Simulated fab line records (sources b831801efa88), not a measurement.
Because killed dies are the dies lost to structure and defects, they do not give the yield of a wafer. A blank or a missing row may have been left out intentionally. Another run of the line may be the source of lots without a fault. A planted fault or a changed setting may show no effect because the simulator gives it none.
Chamber matching :: flow gf180mcu :: GF_SAB_CVD_00 on pecvd-02 has 3 sister chambers
The step deposits SiO2 from TEOS, target thk 50 nm, time 4.9302 s. 3 wafers are shown with their chamber, then 7 later ones without.

## WAFERS PAIRED WITH THEIR CHAMBERS
wafer: L086.5
chamber: 2
heaterPowerW (W): 681

wafer: L087.1
chamber: 0
heaterPowerW (W): 595

wafer: L087.4
chamber: 1
heaterPowerW (W): 633

## WAFERS MISSING THEIR CHAMBER
wafer: L087.6
heaterPowerW (W): 603

wafer: L091.2
heaterPowerW (W): 616

wafer: L091.3
heaterPowerW (W): 629

wafer: L091.6
heaterPowerW (W): 616

wafer: L096.2
heaterPowerW (W): 606

wafer: L096.4
heaterPowerW (W): 570

wafer: L096.5
heaterPowerW (W): 622

## EACH ONE'S CHAMBER
wafer: L087.6
from the rows above: can't be placed: 0 or 1
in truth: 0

wafer: L091.2
from the rows above: can't be placed: 1 or 0
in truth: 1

wafer: L091.3
from the rows above: 1
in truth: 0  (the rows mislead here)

wafer: L091.6
from the rows above: can't be placed: 1 or 0
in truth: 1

wafer: L096.2
from the rows above: can't be placed: 0 or 1
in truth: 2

wafer: L096.4
from the rows above: 0
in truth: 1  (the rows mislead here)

wafer: L096.5
from the rows above: can't be placed: 1 or 0
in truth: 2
Placed correctly: 0 of 7. These rows do not allow placing 5 (true chamber among the candidates in 3). Number placed wrongly: 2.
How it was worked out, from the rows above alone: a wafer's distance from a chamber is the root of the sum, over the readings, of the square of ((its reading less the chamber's mean) divided by the reading's scatter). The wafer belongs to the nearest chamber; if the next one is less than 2 further off, it can't be placed. Each chamber's mean is taken over the wafers shown for it. The scatter (one wafer shown for each chamber): square how far every hidden wafer sits from the nearest shown wafer, average those squares and take the square root.
